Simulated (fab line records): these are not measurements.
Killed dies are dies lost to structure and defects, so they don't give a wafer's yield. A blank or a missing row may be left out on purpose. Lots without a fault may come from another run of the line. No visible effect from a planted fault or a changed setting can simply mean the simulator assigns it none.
fab line records | flow sky130
record: lots: 6 | wafers: 18 | last_day: 50
route steps=708 shown LDD_P@258 LDD_HVN@267 PAD_OPEN@708
lots that met no fault: taken from a fault-free run of the same line
start_h: the number of hours between the record's first day and the start of the first shown wafer of the lot | wait_h: hours from the lot's prior step to this one | " as in the row above | L1.1+2: a row that stands for several wafers | - value missing, or start not given | * or withheld: withheld | < > ~ a bound
route shown NAME@n: a module of which the file shows steps, and the number in the route of the first | usual: mean/standard deviation of fault-free wafers | same: alike in all rows | chamber/n: place in a boat | sites: each site's reading | _std_site: their standard deviation | _edge_site: the outer-site mean with the inner-site mean subtracted | radius_mm: for every site, how far away it sits from the centre of the wafer | mask NAME#n: copy n | behind: the tool/chamber that last shaped the wafer | hold: cause of the lot's hold/its duration in hours/its outcome | device: transistor that didn't switch, given as n, p or np | end of line: at the end of the route, the tests of the same wafers | a step given without rows: its recipe and nothing more | killed: dies that structure and defects cost at the first sort, which is not the same as the wafer's yield | map: a wafer's dies, x killed, . not, _ none there
set.NAME: the setting as run; set.NAME@STEP: as run at that earlier step | model.NAME: the simulator's own value behind a step, which no gauge read
a table for each step, a row for each wafer; lots at some steps of the route
services: a tool's chamber out of use, with start hour (start_h, from the record's first day; less than 0 if before it), hours out, and reason
== steps ==
step: SKY_LDD_P_SOFTBAKE_03
recipe: temp_c: 90 | time_s: 60 | resist: NOVOLAK
step: SKY_LDD_P_EXPOSE_04
recipe: mask_id: PSDM | na: 0.6 | source_shape: conventional | sigma_outer: 0.6 | polarization: unpolarized | target_cd_nm: 380 | dose_mj: 138
step: SKY_LDD_P_PEB_05
recipe: temp_c: withheld | time_s: * | resist: NOVOLAK
step: SKY_LDD_P_DEVELOP_06
recipe: resist: NOVOLAK | developer: TMAH | develop_time_s: 60 | dev_temp_c: 23
step: SKY_LDD_P_CD_MEAS_07
recipe: target_cd_nm: 380
usual: cd_nm: 380.4/2.5
lot.wafer | tool      | chamber | start_h | wait_h | cd_nm
L261.1    | cd_sem-01 | -       | 433.01  | 0.1    | 383.3
L261.2    | "         | -       | "       | "      | 384.9
L261.5    | "         | -       | "       | "      | 384.3
L262.2    | cd_sem-01 | -       | 448.69  | 0.1    | 379.2
L262.3    | "         | -       | "       | "      | 377.7
L262.4    | "         | -       | "       | "      | 377.1
L269.1    | cd_sem-01 | -       | 514.09  | 0.1    | 382.1
L269.3    | "         | -       | "       | "      | 381.3
L269.6    | "         | -       | "       | "      | 382.0
L271.1    | cd_sem-01 | -       | 537.67  | 0.1    | 380.4
L271.2    | "         | -       | "       | "      | 379.7
L271.4    | "         | -       | "       | "      | 379.5
L276.1    | cd_sem-01 | -       | 575.32  | 0.1    | 377.1
L276.3    | "         | -       | "       | "      | 379.2
L276.6    | "         | -       | "       | "      | 377.6
L282.1    | cd_sem-01 | -       | 619.73  | 0.1    | 384.3
L282.4    | "         | -       | "       | "      | 382.7
L282.5    | "         | -       | "       | "      | 383.3
step: SKY_LDD_P_OVL_MEAS_08
usual: LDD_P_OVL: -0.8/1.4
lot.wafer | tool       | chamber | start_h | wait_h | LDD_P_OVL[nm]
L261.1    | overlay-01 | -       | 433.13  | 0.1    | -1.8
L261.2    | "          | -       | "       | "      | -0.1
L261.5    | "          | -       | "       | "      | -1.6
L262.2    | overlay-02 | -       | 448.79  | 0.1    | -1.8
L262.3    | "          | -       | "       | "      | -0.9
L262.4    | "          | -       | "       | "      | 1.9
L269.1    | overlay-02 | -       | 514.21  | 0.1    | 0.6
L269.3    | "          | -       | "       | "      | -0.9
L269.6    | "          | -       | "       | "      | -0.3
L271.1    | overlay-02 | -       | 537.79  | 0.1    | 0.4
L271.2    | "          | -       | "       | "      | -0.3
L271.4    | "          | -       | "       | "      | 2.7
L276.1    | overlay-01 | -       | 575.44  | 0.1    | -1.6
L276.3    | "          | -       | "       | "      | -2.7
L276.6    | "          | -       | "       | "      | -1.8
L282.1    | overlay-01 | -       | 619.85  | 0.1    | -3.7
L282.4    | "          | -       | "       | "      | -3.1
L282.5    | "          | -       | "       | "      | -0.8
step: SKY_LDD_P_IMPLANT_09
recipe: species: BF2 | energy_kev: 25 | dose_cm2: 1e+13 | tilt_deg: withheld
step: SKY_LDD_P_STRIP_10
recipe: chemistry: O2/N2 | power_w: 1400 | pressure_mtorr: 1500 | platen_temp_c: withheld | o2_flow_sccm: 3000 | n2_flow_sccm: 300 | overash_fraction: 0.5
usual: drypump_motor_current_A: 6.2/0.46 | oes_product_au: 0.716/0.0042 | strip_time_to_endpoint_s: 14.17/0.043
lot.wafer | tool            | chamber | start_h | wait_h | drypump_motor_current_A | oes_product_au | rf_hours_counter_h | strip_time_to_endpoint_s
L261.1    | plasma_asher-01 | 0       | 433.31  | 0.1    | 5.4                     | 0.716          | 61                 | 14.13
L261.2    | "               | 1       | "       | "      | 6.6                     | 0.713          | 61                 | 14.13
L261.5    | "               | 0       | "       | "      | 5.4                     | 0.723          | -                  | 14.14
L262.2    | plasma_asher-01 | 1       | 448.97  | 0.1    | 6.6                     | 0.716          | 62                 | 14.20
L262.3    | "               | 0       | "       | "      | 5.3                     | 0.708          | -                  | 14.23
L262.4    | "               | 1       | "       | "      | 6.6                     | 0.722          | -                  | 14.23
L269.1    | plasma_asher-01 | 1       | 514.39  | 0.1    | 6.6                     | 0.718          | 68                 | 14.20
L269.3    | "               | 0       | "       | "      | 5.4                     | 0.721          | -                  | 14.20
L269.6    | "               | 0       | "       | "      | 5.4                     | 0.717          | -                  | 14.20
L271.1    | plasma_asher-03 | 0       | 537.97  | 0.1    | 6.0                     | 0.707          | 10                 | 14.22
L271.2    | "               | 1       | "       | "      | 6.4                     | 0.720          | 10                 | 14.18
L271.4    | "               | 1       | "       | "      | 6.4                     | 0.713          | -                  | 14.24
L276.1    | plasma_asher-01 | 1       | 575.62  | 0.1    | 6.6                     | 0.720          | 75                 | 14.26
L276.3    | "               | 0       | "       | "      | 5.4                     | 0.718          | -                  | 14.29
L276.6    | "               | 1       | "       | "      | 6.6                     | 0.716          | -                  | 14.20
L282.1    | plasma_asher-02 | 1       | 620.04  | 0.1    | 6.4                     | 0.715          | 95                 | 14.19
L282.4    | "               | 1       | "       | "      | 6.4                     | 0.716          | -                  | 14.15
L282.5    | "               | 0       | "       | "      | 6.7                     | 0.719          | -                  | 14.12
step: SKY_LDD_P_TW_MEAS_11
usual: LDD_P_TW: 632/3.5
lot.wafer | tool          | chamber | start_h | wait_h | LDD_P_TW
L261.1    | film_metro-04 | -       | 433.41  | 0.1    | 627
L261.2    | "             | -       | "       | "      | 630
L261.5    | "             | -       | "       | "      | 624
L262.2    | film_metro-04 | -       | 449.08  | 0.1    | 627
L262.3    | "             | -       | "       | "      | 627
L262.4    | "             | -       | "       | "      | 627
L269.1    | film_metro-03 | -       | 514.49  | 0.1    | 637
L269.3    | "             | -       | "       | "      | 636
L269.6    | "             | -       | "       | "      | 637
L271.1    | film_metro-04 | -       | 538.07  | 0.1    | 631
L271.2    | "             | -       | "       | "      | 627
L271.4    | "             | -       | "       | "      | 627
L276.1    | film_metro-03 | -       | 575.72  | 0.1    | 635
L276.3    | "             | -       | "       | "      | 633
L276.6    | "             | -       | "       | "      | 633
L282.1    | film_metro-03 | -       | 620.14  | 0.1    | 633
L282.4    | "             | -       | "       | "      | 630
L282.5    | "             | -       | "       | "      | 630
step: SKY_LDD_HVN_DEHYDRATE_00
recipe: temp_c: 200 | time_s: 60
step: SKY_LDD_HVN_HMDS_01
recipe: prime_time_s: 60 | prime_temp_c: 120
step: SKY_LDD_HVN_COAT_02
recipe: resist: NOVOLAK | spin_rpm: 3000 | resist_thk_nm: 300
step: SKY_LDD_HVN_SOFTBAKE_03
recipe: temp_c: 90 | time_s: 60 | resist: NOVOLAK
usual: heater_power_total_W: 56.59/0.038 | plate_temp_C: 90.01/0.14 | run_length_s: 89.19/0.17
lot.wafer | tool           | chamber | start_h | wait_h | heater_power_total_W | plate_temp_C | run_length_s
L261.1    | litho_track-03 | 0       | 449.12  | 0.1    | 56.60                | 90.12        | 89.14
L261.2    | "              | 0       | "       | "      | 56.60                | 90.20        | 89.42
L261.5    | "              | 0       | "       | "      | 56.60                | 90.30        | 89.19
L262.2    | litho_track-03 | 0       | 464.39  | 0.1    | 56.51                | 89.89        | 89.21
L262.3    | "              | 0       | "       | "      | 56.62                | 90.14        | 89.14
L262.4    | "              | 0       | "       | "      | 56.63                | 89.84        | 89.45
L269.1    | litho_track-03 | 0       | 529.42  | 0.1    | 59.48                | -            | 80.71
L269.3    | "              | 0       | "       | "      | 59.50                | -            | 80.55
L269.6    | "              | 0       | "       | "      | 59.42                | -            | 80.62
L271.1    | litho_track-03 | 0       | 552.77  | 0.1    | 59.46                | -            | 80.58
L271.2    | "              | 0       | "       | "      | 59.50                | -            | 80.86
L271.4    | "              | 0       | "       | "      | 59.48                | -            | 80.70
L276.1    | litho_track-04 | 0       | 590.73  | 0.1    | 56.59                | 90.04        | 89.24
L276.3    | "              | 0       | "       | "      | 56.57                | 89.92        | 89.36
L276.6    | "              | 0       | "       | "      | 56.56                | 89.97        | 89.27
L282.1    | litho_track-03 | 0       | 634.27  | 0.1    | 56.56                | 89.78        | 89.39
L282.4    | "              | 0       | "       | "      | 56.59                | 90.07        | 89.37
L282.5    | "              | 0       | "       | "      | 56.57                | 90.07        | 89.32
step: SKY_LDD_HVN_EXPOSE_04
recipe: mask_id: HVNTM | na: 0.6 | source_shape: conventional | sigma_outer: 0.6 | polarization: unpolarized | target_cd_nm: 700 | dose_mj: 127
step: SKY_PAD_OPEN_PROBE_99
usual: killed_at_M0_to_M3: 42/6.9 | killed_at_M4_up: 3.2/1.7 | killed_at_contacts: 23/5.5 | killed_at_front_end: 16/4 | killed_at_other: 0.4/0.55 | killed_dies: 85/9.2 | killed_open: 46/6.8 | killed_short: 38/6.2
same: gross_dies: 492 | killed_at_back_side: 0
lot.wafer | tool      | chamber | start_h | wait_h | killed_at_M0_to_M3 | killed_at_M4_up | killed_at_contacts | killed_at_front_end | killed_at_other | killed_dies | killed_open | killed_short
L269.1    | prober-02 | -       | 1129.20 | 0.1    | 49                 | 1               | 27                 | 12                  | 1               | 90          | 39          | 51
L269.3    | prober-02 | -       | 1129.30 | 0.2    | 51                 | 4               | 16                 | 19                  | 1               | 91          | 46          | 45
L269.6    | prober-02 | -       | 1129.45 | 0.2    | 55                 | 3               | 23                 | 12                  | 0               | 93          | 59          | 34
L271.1    | prober-01 | -       | 1144.56 | 0.1    | 35                 | 2               | 22                 | 10                  | 0               | 69          | 38          | 31
L271.2    | prober-01 | -       | 1144.61 | 0.1    | 39                 | 3               | 20                 | 16                  | 1               | 79          | 47          | 31
L271.4    | prober-01 | -       | 1144.71 | 0.2    | 48                 | 3               | 25                 | 15                  | 1               | 92          | 57          | 35
L276.1    | prober-02 | -       | 1171.11 | 0.1    | 39                 | 4               | 29                 | 19                  | 0               | 91          | 48          | 42
L276.3    | prober-02 | -       | 1171.21 | 0.2    | 37                 | 3               | 31                 | 20                  | 0               | 91          | 55          | 35
L276.6    | prober-02 | -       | 1171.36 | 0.2    | 42                 | 3               | 24                 | 21                  | 0               | 90          | 34          | 55
killed by level:class
L269.1 METAL1:geometric_particle:short=10 VIA1:geometric_particle:open=9 FIELD_ISO:geometric_particle:short=7 VIA3:geometric_particle:open=7 LI_CONTACT:geometric_particle:open=6 CONTACT:geometric_particle:open=6 LI_CONTACT:geometric_particle:short=5 LOCAL_INTERCONNECT:geometric_particle:short=5
L269.3 VIA1:geometric_particle:open=9 LI_CONTACT:geometric_particle:open=8 VIA3:geometric_particle:open=8 VIA1:geometric_particle:short=7 FIELD_ISO:geometric_particle:short=6 METAL1:geometric_particle:short=6 VIA2:geometric_particle:open=6 VIA2:geometric_particle:short=5
L269.6 VIA1:geometric_particle:open=13 CONTACT:geometric_particle:open=11 VIA2:geometric_particle:open=9 VIA3:geometric_particle:open=8 LI_CONTACT:geometric_particle:open=6 FIELD_ISO:geometric_particle:short=4 METAL1:geometric_particle:short=4 METAL2:geometric_particle:short=4
L271.1 VIA1:geometric_particle:open=12 CONTACT:geometric_particle:open=8 CONTACT:geometric_particle:short=5 METAL2:geometric_particle:short=4 METAL1:geometric_particle:short=3 LOCAL_INTERCONNECT:geometric_particle:open=3 VIA1:geometric_particle:short=3 VIA2:geometric_particle:open=3
L271.2 VIA1:geometric_particle:open=15 CONTACT:geometric_particle:open=8 VIA1:geometric_particle:short=5 VIA3:geometric_particle:open=5 FIELD_ISO:geometric_particle:short=4 LI_CONTACT:geometric_particle:open=4 LOCAL_INTERCONNECT:geometric_particle:short=4 VIA2:geometric_particle:open=4
L271.4 VIA1:geometric_particle:open=17 LI_CONTACT:geometric_particle:open=9 CONTACT:geometric_particle:open=9 VIA1:geometric_particle:short=8 FIELD_ISO:geometric_particle:short=6 VIA3:geometric_particle:open=5 VIA2:geometric_particle:open=5 METAL2:geometric_particle:short=4
L276.1 CONTACT:geometric_particle:open=11 VIA1:geometric_particle:open=9 METAL2:geometric_particle:short=8 POLY_GATE:geometric_particle:open=7 LI_CONTACT:geometric_particle:open=7 POLY_GATE:geometric_particle:short=6 VIA3:geometric_particle:open=6 LOCAL_INTERCONNECT:geometric_particle:short=5
L276.3 CONTACT:geometric_particle:open=11 FIELD_ISO:geometric_particle:open=10 LI_CONTACT:geometric_particle:open=10 VIA1:geometric_particle:open=6 VIA2:geometric_particle:open=6 VIA3:geometric_particle:open=6 CONTACT:geometric_particle:short=5 VIA1:geometric_particle:short=5
L276.6 FIELD_ISO:geometric_particle:short=13 VIA1:geometric_particle:open=13 CONTACT:geometric_particle:open=9 LOCAL_INTERCONNECT:geometric_particle:short=8 VIA1:geometric_particle:short=7 VIA3:geometric_particle:short=6 METAL2:geometric_particle:short=5 VIA3:geometric_particle:open=5
== services ==
tool            | chamber | start_h | hours | kind
plasma_asher-03 | -       | 421.25  | 9.0   | pm
plasma_asher-03 | 0       | 421.25  | 9.0   | vent_cycle
plasma_asher-03 | 1       | 421.25  | 9.0   | vent_cycle
plasma_asher-03 | 0       | 430.25  | -     | clean
plasma_asher-03 | 1       | 430.25  | -     | clean
plasma_asher-02 | -       | 458.54  | 0.5   | repair
plasma_asher-02 | -       | 477.86  | 2.8   | pm
plasma_asher-03 | -       | 495.84  | 2.8   | pm
plasma_asher-03 | -       | 610.92  | 1.2   | repair
litho_track-03  | -       | 628.12  | -     | consumable_replace:filter
== key ==
first_sign: step: SKY_LDD_HVN_SOFTBAKE_03 | reading: heater_power_total_W | direction: up | sigmas: 76 | usual: * | struck: *
effect: step: SKY_LDD_HVN_SOFTBAKE_03 | reading: run_length_s | direction: down | sigmas: 51 | usual: * | struck: *
met_at SKY_LDD_HVN_SOFTBAKE_03
struck_wafers L269.1,L269.3,L269.6,L271.1,L271.2,L271.4
tester_left_out L269,L271
onset_between 464.39 529.42
fault: kind: process_parameter_drift | tool: litho_track-03 | chamber: - | onset_h: 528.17 | steps: SKY_LDD_HVN_SOFTBAKE_03 | channel: time_s | offset: * | shape: step | end_h: 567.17 | acts_in: * | stated: *
tester_left_out: of these lots the tester's yield and bins aren't shown, on N5 and GAA mostly nor the transistor test; their killed dies are dies lost to structure and defects alone, not to doping, threshold or leakage, so they don't give the yield
